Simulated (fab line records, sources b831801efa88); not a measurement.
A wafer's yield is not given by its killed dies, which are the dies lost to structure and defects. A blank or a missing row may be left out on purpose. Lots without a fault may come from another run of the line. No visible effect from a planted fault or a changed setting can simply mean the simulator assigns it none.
2 desks looking at one fault / flow sfq-line / each desk has only its own numbers; what lay behind them comes last

## AT THE METROLOGY DESK
Lot by lot, what the gauges showed, no matter which tool ran the lot: averages of those sampled wafers that carry a number. A lot is out of limits, marked OUT, if its mean lies more than 4 standard deviations from the usual mean; the brackets give that distance.
Columns: A = M1_NB_RS at SFQ_M1_RS_MEAS_909, usual 0.893 ohm/sq; B = M1_OVL at SFQ_M1_OVL_MEAS_911, usual -1 nm
lot=L887; first seen here=day 17 10:25; A=0.883; B=0
lot=L896; first seen here=day 22 19:47; A=0.892; B=-2
lot=L905; first seen here=day 25 20:12; A=0.906; B=-5
lot=L907; first seen here=day 26 16:44; A=0.888; B=4
lot=L908; first seen here=day 27 10:43; A=0.879; B=-3
lot=L909; first seen here=day 27 17:57; A=0.891; B=9
This desk's verdict: no lot among the 6 shows anything out of limits.

## AT THE TOOL OWNER'S DESK: rie-metal-01
The tool's own readings at SFQ_TRILAYER_M1_BARC_OPEN_METAL_ETCH_054 (etches BARC in O2, target depth 125 nm, time 41.7 s): means of the sampled wafers that have a number, for each lot that ran on this tool. A lot is out of limits, marked OUT, if its mean lies more than 4 standard deviations from the usual mean; the brackets give that distance.
Columns: A = drypump-motor-current-A at SFQ_TRILAYER_M1_BARC_OPEN_METAL_ETCH_054, usual 5.65 A; B = oes-product-au at SFQ_TRILAYER_M1_BARC_OPEN_METAL_ETCH_054, usual 0.685 a.u.
lot=L887; first seen here=day 24 04:43; A=5.77; B=0.682
lot=L896; first seen here=day 29 12:47; A=5.76; B=0.683
lot=L905; first seen here=day 31 22:22; A=5.83; B=0.681
lot=L907; first seen here=day 32 22:38; A=5.77; B=0.680
This desk's verdict: no lot among the 4 shows anything out of limits.

## ALL TOGETHER
The metrology desk saw nothing out of limits.
The tool owner's desk saw nothing out of limits.

## WHAT THE SIMULATOR PUT IN
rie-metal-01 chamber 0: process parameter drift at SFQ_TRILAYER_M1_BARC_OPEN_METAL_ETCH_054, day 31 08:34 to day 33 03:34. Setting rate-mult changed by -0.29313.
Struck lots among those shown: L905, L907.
